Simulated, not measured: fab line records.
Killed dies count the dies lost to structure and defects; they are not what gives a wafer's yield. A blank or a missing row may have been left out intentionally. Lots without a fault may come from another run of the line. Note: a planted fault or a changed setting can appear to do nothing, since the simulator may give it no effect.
fab line records	flow sky130
[record] lots = 24	wafers = 72	last-day = 50
route steps=708 shown CONTACT@420 VIA2@530 VIA3@575 METAL4@602 CAP2M@603 VIA4@640
lots with no fault: from the same line, run without faults
start-h: the number of hours between the record's first day and the start of the first shown wafer of the lot	wait-h: hours from the lot's prior step to this one	" repeats the value in the row above	L1.1+2: several wafers, shown together as one row	- either no value or no given start	* or withheld: withheld	< > ~ a bound
route shown NAME@n: NAME is a module with steps in the file, n the number in the route of the first one	usual: the fault-free wafers' mean and standard deviation	same: alike in all rows	chamber/n: place in a boat	sites: per-site readings	_std_site: standard deviation across them	_edge_site: mean of outer sites minus mean of inner sites	radius-mm: how far each site lies from the wafer's centre	mask NAME#n: copy n	behind: the tool/chamber that last shaped the wafer	hold: what put the lot on hold/how long, in hours/how the hold closed	device: transistor that didn't switch, given as n, p or np	end of line: the route-end tests of the same wafers	step lacking rows: just its recipe	killed: dies lost to structure and defects at the first sort, not the wafer's yield	map: shows each die of a wafer: x if killed, . if not, _ if none is there
set.NAME: the setting the step ran with; set.NAME@STEP: the setting that earlier step ran with	model.NAME: the simulator's own value behind a step, which no gauge read
a sample of lots followed through the steps of the route, with each step as a table and each wafer as a row
services: when a tool's chamber went out of use (start-h, in hours from the record's first day, below 0 if earlier), for how many hours, and the reason
[[steps]]
[step SKY_CONTACT_CD_MEAS_14]
[recipe] target-cd-nm = 170
[usual] cd-nm = 169.5/1.8
lot.wafer	tool	chamber	start-h	wait-h	cd-nm
L074.3	cd-sem-02	-	732.21	-	172.5
L074.5	"	-	"	"	172.8
L074.6	"	-	"	"	173.3
L075.1	cd-sem-02	-	746.47	-	170.2
L075.2	"	-	"	"	171.4
L075.5	"	-	"	"	169.5
L076.2	cd-sem-01	-	748.54	-	170.3
L076.3	"	-	"	"	169.9
L076.5	"	-	"	"	171.9
L077.1	cd-sem-02	-	760.11	-	169.0
L077.4	"	-	"	"	167.9
L077.5	"	-	"	"	168.7
L078.1	cd-sem-01	-	762.60	-	167.4
L078.2	"	-	"	"	168.3
L078.5	"	-	"	"	168.4
L079.1	cd-sem-02	-	790.07	-	172.1
L079.2	"	-	"	"	172.1
L079.6	"	-	"	"	172.7
L080.2	cd-sem-02	-	792.34	-	169.3
L080.3	"	-	"	"	168.9
L080.6	"	-	"	"	171.0
L081.1	cd-sem-01	-	794.70	-	169.8
L081.4	"	-	"	"	169.1
L081.6	"	-	"	"	169.2
L082.3	cd-sem-02	-	799.46	-	167.6
L082.5	"	-	"	"	166.7
L082.6	"	-	"	"	167.0
L083.1	cd-sem-01	-	823.37	-	169.9
L083.2	"	-	"	"	172.2
L083.5	"	-	"	"	171.4
L084.2	cd-sem-02	-	826.28	-	168.6
L084.4	"	-	"	"	169.2
L084.6	"	-	"	"	168.3
L086.3	cd-sem-02	-	844.31	-	170.7
L086.4	"	-	"	"	170.8
L086.6	"	-	"	"	169.4
L085.1	cd-sem-01	-	844.86	-	166.8
L085.2	"	-	"	"	167.9
L085.3	"	-	"	"	166.6
L087.1	cd-sem-01	-	847.12	-	170.9
L087.3	"	-	"	"	168.9
L087.4	"	-	"	"	168.8
L088.1	cd-sem-01	-	849.15	-	169.0
L088.2	"	-	"	"	168.8
L088.5	"	-	"	"	169.5
L089.1	cd-sem-02	-	855.41	-	167.7
L089.4	"	-	"	"	169.2
L089.6	"	-	"	"	167.9
L090.1	cd-sem-02	-	857.65	-	165.9
L090.2	"	-	"	"	166.1
L090.5	"	-	"	"	167.4
L092.2	cd-sem-02	-	875.48	-	171.0
L092.5	"	-	"	"	171.2
L092.6	"	-	"	"	170.9
L091.1	cd-sem-01	-	877.22	-	171.4
L091.3	"	-	"	"	171.8
L091.4	"	-	"	"	169.9
L093.1	cd-sem-02	-	880.10	-	172.0
L093.2	"	-	"	"	168.2
L093.4	"	-	"	"	170.6
L094.2	cd-sem-02	-	903.84	-	167.1
L094.3	"	-	"	"	166.7
L094.4	"	-	"	"	166.7
L096.3	cd-sem-02	-	907.19	-	170.9
L096.4	"	-	"	"	170.1
L096.5	"	-	"	"	171.2
L095.3	cd-sem-02	-	907.56	-	172.0
L095.4	"	-	"	"	171.2
L095.5	"	-	"	"	171.4
L097.2	cd-sem-01	-	910.17	-	169.4
L097.3	"	-	"	"	168.4
L097.4	"	-	"	"	168.8
[step SKY_VIA2_THK_MEAS_23]
[recipe] thk-meas-gauge = xrf	reads = W_of_VIA2_CVD_21
[usual] VIA2_W_THK = 429/10
lot.wafer	tool	chamber	start-h	wait-h	VIA2_W_THK[nm]
L074.3	film-metro-02	-	845.28	0.1	424
L074.5	"	-	"	"	417
L074.6	"	-	"	"	413
L075.1	film-metro-03	-	858.17	0.1	443
L075.2	"	-	"	"	435
L075.5	"	-	"	"	437
L076.2	film-metro-01	-	860.61	0.1	419
L076.3	"	-	"	"	420
L076.5	"	-	"	"	421
L077.1	film-metro-01	-	871.46	0.1	431
L077.4	"	-	"	"	438
L077.5	"	-	"	"	439
L078.1	film-metro-03	-	874.92	0.1	443
L078.2	"	-	"	"	442
L078.5	"	-	"	"	442
L079.1	film-metro-01	-	900.49	0.1	428
L079.2	"	-	"	"	421
L079.6	"	-	"	"	423
L080.2	film-metro-02	-	904.48	0.1	416
L080.3	"	-	"	"	423
L080.6	"	-	"	"	430
L081.1	film-metro-02	-	905.98	0.1	418
L081.4	"	-	"	"	427
L081.6	"	-	"	"	422
L082.3	film-metro-03	-	910.66	0.1	437
L082.5	"	-	"	"	444
L082.6	"	-	"	"	440
L083.1	film-metro-01	-	935.02	0.1	433
L083.2	"	-	"	"	421
L083.5	"	-	"	"	421
L084.2	film-metro-03	-	936.29	0.1	441
L084.4	"	-	"	"	446
L084.6	"	-	"	"	436
L086.3	film-metro-03	-	952.25	0.1	443
L086.4	"	-	"	"	441
L086.6	"	-	"	"	448
L085.1	film-metro-02	-	953.84	0.1	422
L085.2	"	-	"	"	410
L085.3	"	-	"	"	424
L087.1	film-metro-02	-	956.27	0.1	423
L087.3	"	-	"	"	418
L087.4	"	-	"	"	426
L088.1	film-metro-01	-	957.72	0.1	413
L088.2	"	-	"	"	430
L088.5	"	-	"	"	412
L089.1	film-metro-03	-	963.38	0.1	436
L089.4	"	-	"	"	442
L089.6	"	-	"	"	451
L090.1	film-metro-01	-	964.52	0.1	426
L090.2	"	-	"	"	426
L090.5	"	-	"	"	424
L092.2	film-metro-01	-	981.63	0.1	427
L092.5	"	-	"	"	432
L092.6	"	-	"	"	427
L091.1	film-metro-03	-	983.02	0.1	437
L091.3	"	-	"	"	437
L091.4	"	-	"	"	432
L093.1	film-metro-03	-	986.44	0.1	436
L093.2	"	-	"	"	439
L093.4	"	-	"	"	433
L094.2	film-metro-01	-	1007.92	0.1	419
L094.3	"	-	"	"	426
L094.4	"	-	"	"	425
L096.3	film-metro-01	-	1011.15	0.1	418
L096.4	"	-	"	"	421
L096.5	"	-	"	"	410
L095.3	film-metro-03	-	1011.66	0.1	437
L095.4	"	-	"	"	442
L095.5	"	-	"	"	435
L097.2	film-metro-01	-	1014.30	0.1	420
L097.3	"	-	"	"	421
L097.4	"	-	"	"	426
[step SKY_VIA3_CMP_02]
[recipe] material = SiO2	down-force-psi = 4	platen-rpm = 60	pad-velocity-m-s = 0.94248
[usual] motor-current-A = 12.7/0.69	platen-rpm = 60.00/0.043	slurry-flow-ml-min = 150.0/0.45
lot.wafer	tool	chamber	start-h	wait-h	motor-current-A	platen-rpm	slurry-flow-ml-min
L074.3	cmp-02	3	897.31	0.2	13.4	59.99	150.4
L074.5	"	0	"	"	11.2	60.00	150.0
L074.6	"	1	"	"	11.9	60.01	150.1
L075.2	cmp-02	1	911.83	0.0	12.2	60.03	149.9
L075.1	"	2	"	"	12.3	60.06	149.9
L075.5	"	2	"	"	12.7	60.16	149.7
L076.3	cmp-02	2	913.35	0.0	12.8	60.03	150.6
L076.2	"	1	"	"	11.9	59.98	150.2
L076.5	"	2	"	"	12.6	59.96	149.8
L077.4	cmp-01	0	924.71	0.0	12.0	59.95	148.9
L077.1	"	1	"	"	12.4	60.00	150.0
L077.5	"	1	"	"	13.2	59.96	150.0
L078.2	cmp-01	3	926.96	0.0	13.6	59.99	149.9
L078.1	"	2	"	"	12.1	60.02	150.6
L078.5	"	3	"	"	13.5	60.01	149.3
L079.2	cmp-01	2	953.07	0.3	13.3	59.98	149.6
L079.1	"	0	"	"	12.1	59.98	149.9
L079.6	"	1	"	"	12.8	60.01	149.9
L080.2	cmp-01	1	957.37	0.1	12.9	60.03	149.5
L080.3	"	2	"	"	13.7	59.98	149.9
L080.6	"	3	"	"	13.6	60.02	150.1
L081.1	cmp-01	2	959.33	0.1	13.6	59.95	150.2
L081.4	"	3	"	"	13.4	60.03	150.7
L081.6	"	3	"	"	13.2	59.88	150.1
L082.3	cmp-02	1	962.40	0.0	12.5	59.97	149.8
L082.6	"	1	"	"	12.0	60.02	150.0
L082.5	"	2	"	"	13.2	60.01	150.4
L083.1	cmp-02	0	985.81	0.1	11.7	59.98	150.1
L083.2	"	1	"	"	12.7	59.99	149.0
L083.5	"	3	"	"	13.1	60.04	149.5
L084.4	cmp-02	0	987.61	0.0	11.8	59.97	151.2
L084.2	"	1	"	"	11.2	60.03	149.7
L084.6	"	1	"	"	11.9	60.00	149.1
L086.4	cmp-01	3	1001.48	0.0	14.1	60.07	150.5
L086.3	"	1	"	"	12.8	60.03	149.8
L086.6	"	0	"	"	12.7	60.05	149.5
L085.1	cmp-01	0	1005.19	0.1	12.3	59.93	150.2
L085.3	"	1	"	"	13.2	60.05	149.8
L085.2	"	2	"	"	13.1	60.06	149.5
L087.1	cmp-01	1	1006.13	0.1	13.0	60.00	150.4
L087.4	"	2	"	"	13.7	60.00	149.8
L087.3	"	3	"	"	13.1	60.01	150.1
L088.2	cmp-02	0	1013.12	0.1	11.5	60.01	150.6
L088.1	"	2	"	"	12.3	59.98	150.0
L088.5	"	0	"	"	11.5	60.02	150.1
L089.1	cmp-02	1	1013.51	0.1	12.1	60.02	150.4
L089.4	"	3	"	"	12.9	59.98	150.1
L089.6	"	0	"	"	11.3	59.98	150.0
L090.2	cmp-02	1	1013.87	0.1	11.9	59.98	149.7
L090.1	"	3	"	"	13.6	60.02	150.6
L090.5	"	1	"	"	12.2	60.02	149.9
L092.2	cmp-01	1	1030.90	0.7	12.8	60.00	150.6
L092.5	"	1	"	"	12.5	59.97	150.4
L092.6	"	2	"	"	12.7	60.02	150.1
L091.3	cmp-01	0	1032.44	0.0	12.3	59.94	149.6
L091.1	"	1	"	"	13.1	60.00	150.1
L091.4	"	2	"	"	13.0	60.02	149.8
L093.4	cmp-01	1	1035.48	0.0	13.3	59.99	149.9
L093.1	"	3	"	"	12.8	59.98	149.9
L093.2	"	0	"	"	12.2	60.03	149.3
L094.4	cmp-01	3	1056.79	0.1	13.6	59.96	150.2
L094.2	"	0	"	"	12.0	60.00	150.3
L094.3	"	1	"	"	12.8	60.00	149.8
L096.3	cmp-02	3	1060.63	0.5	14.0	60.01	150.7
L096.4	"	0	"	"	12.0	60.03	150.1
L096.5	"	0	"	"	11.2	60.11	150.1
L095.4	cmp-02	3	1061.03	0.6	13.0	59.96	150.6
L095.3	"	0	"	"	11.9	59.95	150.3
L095.5	"	2	"	"	12.5	59.96	149.5
L097.4	cmp-01	3	1062.31	0.0	13.7	60.06	149.5
L097.2	"	0	"	"	12.1	60.11	149.5
L097.3	"	1	"	"	12.9	59.98	150.4
[step SKY_METAL4_SPUTTER_04]
[recipe] material = TiN	target-thk-nm = 70	power-w = 6500	time-s = 58.3	chamber-pressure-pa = 0.4
[usual] throttle-valve-pct = 30.1/0.82
lot.wafer	tool	chamber	start-h	wait-h	throttle-valve-pct
L074.3	pvd-sputter-03	-	924.18	0.0	29.3
L074.5	"	-	"	"	29.7
L074.6	"	-	"	"	29.3
L075.1	pvd-sputter-02	-	938.50	0.0	28.9
L075.2	"	-	"	"	30.3
L075.5	"	-	"	"	28.6
L076.2	pvd-sputter-03	-	940.18	0.0	30.1
L076.3	"	-	"	"	29.1
L076.5	"	-	"	"	29.7
L077.1	pvd-sputter-02	-	951.63	0.0	31.2
L077.4	"	-	"	"	30.7
L077.5	"	-	"	"	30.6
L078.1	pvd-sputter-01	-	954.05	0.0	30.4
L078.2	"	-	"	"	29.3
L078.5	"	-	"	"	30.7
L079.1	pvd-sputter-02	-	978.71	0.0	30.2
L079.2	"	-	"	"	28.7
L079.6	"	-	"	"	30.0
L080.2	pvd-sputter-01	-	983.08	0.0	30.9
L080.3	"	-	"	"	29.4
L080.6	"	-	"	"	31.3
L081.1	pvd-sputter-02	-	984.97	0.0	31.0
L081.4	"	-	"	"	30.8
L081.6	"	-	"	"	31.2
L082.3	pvd-sputter-03	-	988.24	0.0	30.1
L082.5	"	-	"	"	29.3
L082.6	"	-	"	"	29.5
L083.1	pvd-sputter-01	-	1011.27	0.0	29.5
L083.2	"	-	"	"	31.3
L083.5	"	-	"	"	30.3
L084.2	pvd-sputter-03	-	1012.95	0.0	29.2
L084.4	"	-	"	"	29.3
L084.6	"	-	"	"	29.4
L086.3	pvd-sputter-02	-	1026.42	0.0	28.5
L086.4	"	-	"	"	30.5
L086.6	"	-	"	"	28.9
L085.1	pvd-sputter-02	-	1030.70	0.0	30.2
L085.2	"	-	"	"	31.2
L085.3	"	-	"	"	29.0
L087.1	pvd-sputter-01	-	1031.62	0.0	30.8
L087.3	"	-	"	"	31.5
L087.4	"	-	"	"	29.2
L088.1	pvd-sputter-01	-	1038.54	0.0	30.6
L088.2	"	-	"	"	29.5
L088.5	"	-	"	"	30.5
L089.1	pvd-sputter-03	-	1038.85	0.0	29.9
L089.4	"	-	"	"	29.3
L089.6	"	-	"	"	29.0
L090.1	pvd-sputter-01	-	1039.14	0.0	29.5
L090.2	"	-	"	"	30.7
L090.5	"	-	"	"	29.1
L092.2	pvd-sputter-01	-	1054.97	0.0	30.8
L092.5	"	-	"	"	31.6
L092.6	"	-	"	"	29.6
L091.1	pvd-sputter-01	-	1056.69	0.0	30.1
L091.3	"	-	"	"	29.4
L091.4	"	-	"	"	31.5
L093.1	pvd-sputter-02	-	1061.93	0.0	31.3
L093.2	"	-	"	"	28.6
L093.4	"	-	"	"	30.1
L094.2	pvd-sputter-03	-	1080.25	0.0	29.8
L094.3	"	-	"	"	29.2
L094.4	"	-	"	"	29.2
L096.3	pvd-sputter-01	-	1084.03	0.0	29.3
L096.4	"	-	"	"	30.7
L096.5	"	-	"	"	30.8
L095.3	pvd-sputter-02	-	1084.46	0.0	31.2
L095.4	"	-	"	"	30.7
L095.5	"	-	"	"	31.1
L097.2	pvd-sputter-03	-	1085.98	0.0	29.8
L097.3	"	-	"	"	29.0
L097.4	"	-	"	"	30.1
[step SKY_CAP2M_CVD_00]
[recipe] material = SiO2	target-thk-nm = 15.5	temp-c = 400	time-s = withheld	rf-w = 450
[usual] heater-power-w = 677/82
lot.wafer	tool	chamber	start-h	wait-h	heater-power-w
L074.3	pecvd-03	2	924.23	0.0	681
L074.5	"	2	"	"	677
L074.6	"	0	"	"	516
L075.1	pecvd-04	2	938.55	0.0	591
L075.2	"	1	"	"	676
L075.5	"	2	"	"	617
L076.2	pecvd-02	0	940.23	0.0	873
L076.3	"	0	"	"	887
L076.5	"	2	"	"	718
L077.1	pecvd-03	2	951.68	0.0	733
L077.4	"	1	"	"	656
L077.5	"	2	"	"	749
L078.1	pecvd-03	1	954.10	0.0	685
L078.2	"	0	"	"	545
L078.5	"	2	"	"	772
L079.1	pecvd-04	1	978.76	0.0	711
L079.2	"	2	"	"	665
L079.6	"	2	"	"	649
L080.2	pecvd-02	2	983.13	0.0	720
L080.3	"	1	"	"	637
L080.6	"	0	"	"	722
L081.1	pecvd-03	0	985.02	0.0	530
L081.4	"	0	"	"	516
L081.6	"	0	"	"	510
L082.3	pecvd-04	0	988.29	0.0	723
L082.5	"	1	"	"	673
L082.6	"	2	"	"	547
L083.1	pecvd-02	2	1011.31	0.0	715
L083.2	"	0	"	"	717
L083.5	"	2	"	"	750
L084.2	pecvd-04	2	1013.00	0.0	677
L084.4	"	1	"	"	603
L084.6	"	2	"	"	660
L086.3	pecvd-02	0	1026.47	0.0	755
L086.4	"	0	"	"	763
L086.6	"	2	"	"	743
L085.1	pecvd-03	0	1030.75	0.0	580
L085.2	"	1	"	"	756
L085.3	"	1	"	"	741
L087.1	pecvd-02	1	1031.67	0.0	598
L087.3	"	2	"	"	793
L087.4	"	1	"	"	602
L088.1	pecvd-03	0	1038.59	0.0	578
L088.2	"	1	"	"	689
L088.5	"	1	"	"	676
L089.1	pecvd-02	0	1038.90	0.0	819
L089.4	"	0	"	"	807
L089.6	"	2	"	"	707
L090.1	pecvd-03	1	1039.19	0.0	625
L090.2	"	0	"	"	572
L090.5	"	1	"	"	613
L092.2	pecvd-02	0	1055.02	0.0	840
L092.5	"	1	"	"	694
L092.6	"	2	"	"	778
L091.1	pecvd-02	0	1056.74	0.0	756
L091.3	"	1	"	"	666
L091.4	"	0	"	"	755
L093.1	pecvd-03	0	1061.98	0.0	560
L093.2	"	2	"	"	680
L093.4	"	2	"	"	675
L094.2	pecvd-02	1	1080.30	0.0	607
L094.3	"	2	"	"	707
L094.4	"	1	"	"	609
L096.3	pecvd-03	0	1084.09	0.0	569
L096.4	"	2	"	"	644
L096.5	"	0	"	"	581
L095.3	pecvd-04	2	1084.51	0.0	616
L095.4	"	2	"	"	595
L095.5	"	0	"	"	610
L097.2	pecvd-02	0	1086.03	0.0	743
L097.3	"	2	"	"	724
L097.4	"	1	"	"	662
[step SKY_VIA4_THK_MEAS_01]
[recipe] reads = SiO2_of_VIA4_HDPCVD_00
[usual] VIA4_HDPCVD_THK = 1752/17
lot.wafer	tool	chamber	start-h	wait-h	VIA4_HDPCVD_THK[nm]
L074.3	film-metro-02	-	975.96	0.1	1736
L074.5	"	-	"	"	1749
L074.6	"	-	"	"	1765
L075.1	film-metro-01	-	988.46	0.1	1802
L075.2	"	-	"	"	1780
L075.5	"	-	"	"	1772
L076.2	film-metro-01	-	990.48	0.1	1772
L076.3	"	-	"	"	1766
L076.5	"	-	"	"	1776
L077.1	film-metro-02	-	1000.84	0.1	1751
L077.4	"	-	"	"	1774
L077.5	"	-	"	"	1733
L078.1	film-metro-01	-	1007.34	0.1	1752
L078.2	"	-	"	"	1761
L078.5	"	-	"	"	1731
L079.1	film-metro-01	-	1026.81	0.1	1730
L079.2	"	-	"	"	1740
L079.6	"	-	"	"	1747
L080.2	film-metro-03	-	1031.57	0.1	1732
L080.3	"	-	"	"	1741
L080.6	"	-	"	"	1791
L081.1	film-metro-03	-	1033.38	0.1	1728
L081.4	"	-	"	"	1748
L081.6	"	-	"	"	1736
L082.3	film-metro-01	-	1036.70	0.1	1751
L082.5	"	-	"	"	1756
L082.6	"	-	"	"	1764
L083.1	film-metro-02	-	1059.96	0.1	1783
L083.2	"	-	"	"	1790
L083.5	"	-	"	"	1753
L084.2	film-metro-01	-	1060.84	0.1	1738
L084.4	"	-	"	"	1751
L084.6	"	-	"	"	1758
L086.3	film-metro-02	-	1070.79	0.1	1737
L086.4	"	-	"	"	1767
L086.6	"	-	"	"	1763
L085.1	film-metro-01	-	1076.42	0.2	1720
L085.2	"	-	"	"	1735
L085.3	"	-	"	"	1742
L087.1	film-metro-02	-	1077.27	0.2	1758
L087.3	"	-	"	"	1752
L087.4	"	-	"	"	1753
L088.1	film-metro-02	-	1082.51	0.1	1752
L088.2	"	-	"	"	1756
L088.5	"	-	"	"	1737
L089.1	film-metro-02	-	1082.93	0.1	1748
L089.4	"	-	"	"	1732
L089.6	"	-	"	"	1740
L090.1	film-metro-03	-	1083.69	0.1	1798
L090.2	"	-	"	"	1781
L090.5	"	-	"	"	1773
L092.2	film-metro-03	-	1100.00	0.1	1761
L092.5	"	-	"	"	1750
L092.6	"	-	"	"	1752
L091.1	film-metro-03	-	1100.75	0.1	1756
L091.3	"	-	"	"	1731
L091.4	"	-	"	"	1743
L093.1	film-metro-01	-	1105.23	0.1	1750
L093.2	"	-	"	"	1752
L093.4	"	-	"	"	1732
L094.2	film-metro-02	-	1122.34	0.1	1744
L094.3	"	-	"	"	1765
L094.4	"	-	"	"	1776
L096.3	film-metro-01	-	1126.41	0.1	1722
L096.4	"	-	"	"	1733
L096.5	"	-	"	"	1728
L095.3	film-metro-02	-	1126.44	0.1	1748
L095.4	"	-	"	"	1773
L095.5	"	-	"	"	1752
L097.2	film-metro-02	-	1127.58	0.1	1753
L097.3	"	-	"	"	1775
L097.4	"	-	"	"	1740
[[services]]
tool	chamber	start-h	hours	kind
pecvd-03	1	883.70	2.1	scheduled-down
cmp-02	-	889.81	1.9	repair
pecvd-02	2	895.68	5.6	repair
pecvd-02	2	901.27	5.5	scheduled-down
pecvd-03	-	905.72	6.0	pm
pecvd-04	-	911.05	0.3	repair
cmp-01	-	912.29	4.0	pm
cmp-02	-	913.94	2.0	repair
cmp-01	-	916.29	-	consumable-replace:conditioner
cmp-01	-	916.29	-	consumable-replace:pad
pvd-sputter-03	-	924.89	2.9	repair
cmp-02	-	930.03	0.5	repair
pecvd-02	1	938.07	5.5	scheduled-down
cmp-01	-	943.91	1.9	repair
cmp-01	-	951.30	1.7	repair
pvd-sputter-01	-	954.81	4.3	repair
pecvd-03	2	974.31	60.7	repair
pecvd-02	2	992.45	4.6	repair
cmp-01	-	1013.57	16.1	pm
cmp-02	-	1034.47	4.9	pm
cmp-01	-	1037.30	0.8	repair
pecvd-03	-	1046.62	2.8	pm
cmp-01	-	1059.41	2.3	repair
pvd-sputter-02	-	1064.26	5.3	repair
[[key]]
fault none
